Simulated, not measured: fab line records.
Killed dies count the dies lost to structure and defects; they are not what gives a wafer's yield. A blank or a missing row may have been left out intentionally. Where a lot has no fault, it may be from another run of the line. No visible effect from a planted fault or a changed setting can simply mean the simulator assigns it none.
A single fault, viewed from 2 desks ; flow sfq-line ; each desk has only its own numbers; what lay behind them comes last

== METROLOGY DESK ==
Lot by lot, what the gauges showed, no matter which tool ran the lot: averages of those sampled wafers that carry a number. The brackets show how far a lot's mean lies from the usual mean; more than 4 standard deviations puts the lot out of limits, marked OUT.
Columns: A = I5_OVL at SFQ_I5_OVL_MEAS_936, usual 1 nm
lot;first seen here;A
L914;day 60 11:26;8
L915;day 60 17:26;11
L916;day 61 04:31;0
L917;day 63 17:41;-7
L919;day 68 16:00;0
L925;day 71 14:27;-7
L928;day 71 22:58;-3
L929;day 72 05:09;1
L930;day 72 08:45;6
L932;day 72 23:17;3
L934;day 73 16:12;-12
L935;day 73 19:48;0
L937;day 74 04:12;5
Finding of this desk: none of the 13 lots has anything out of limits.

== FOR THE TOOL OWNER'S DESK: pecvd-03 ==
The tool's own readings at SFQ_TRILAYER_I6_DEP_PECVD_165 (deposits SiO2 from SiH4/N2O, time 111.11 s, target thk 500 nm): means of the sampled wafers that have a number, for each lot that ran on this tool. The brackets show how far a lot's mean lies from the usual mean; more than 4 standard deviations puts the lot out of limits, marked OUT.
Columns: A = heater-power-outer-w at SFQ_TRILAYER_I6_DEP_PECVD_165, usual 35 W; B = heater-power-w at SFQ_TRILAYER_I6_DEP_PECVD_165, usual 95 W; C = rf-fwd-power-W at SFQ_TRILAYER_I6_DEP_PECVD_165, usual 182.2 W; D = showerhead-vpp-V at SFQ_TRILAYER_I6_DEP_PECVD_165, usual 816 V; E = throttle-valve-pct at SFQ_TRILAYER_I6_DEP_PECVD_165, usual 24.8 %
lot;first seen here;A;B;C;D;E
L916;day 69 02:35;41;97;182.5;828;23.6
L925;day 76 11:20;43;100;108.8 (-99 or more) OUT;616 (-4.7) OUT;25.0
L928;day 76 17:48;45;104;108.9 (-99 or more) OUT;615 (-4.7) OUT;25.1
This desk's verdict: out of limits on L925, L928, starting with L925 at day 76 11:20 (rf-fwd-power-W at SFQ_TRILAYER_I6_DEP_PECVD_165). In limits: L916.

== BROUGHT TOGETHER ==
On L925, L928, at day 76 11:20, an alarm was possible from the tool owner's desk.
The metrology desk saw nothing out of limits.
The metrology desk has L925, L928 on record, within its limits.
All the named lots went through SFQ_TRILAYER_I6_DEP_PECVD_165 on pecvd-03.

== WHAT HAD BEEN PUT IN BY THE SIMULATOR ==
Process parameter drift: pecvd-03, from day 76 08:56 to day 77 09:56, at SFQ_TRILAYER_I6_DEP_PECVD_165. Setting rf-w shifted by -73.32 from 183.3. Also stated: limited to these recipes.
Shown lots that were struck: L925, L928.
Hours from the fault's start to each desk's first reading out of limits: the tool owner's desk, 2.
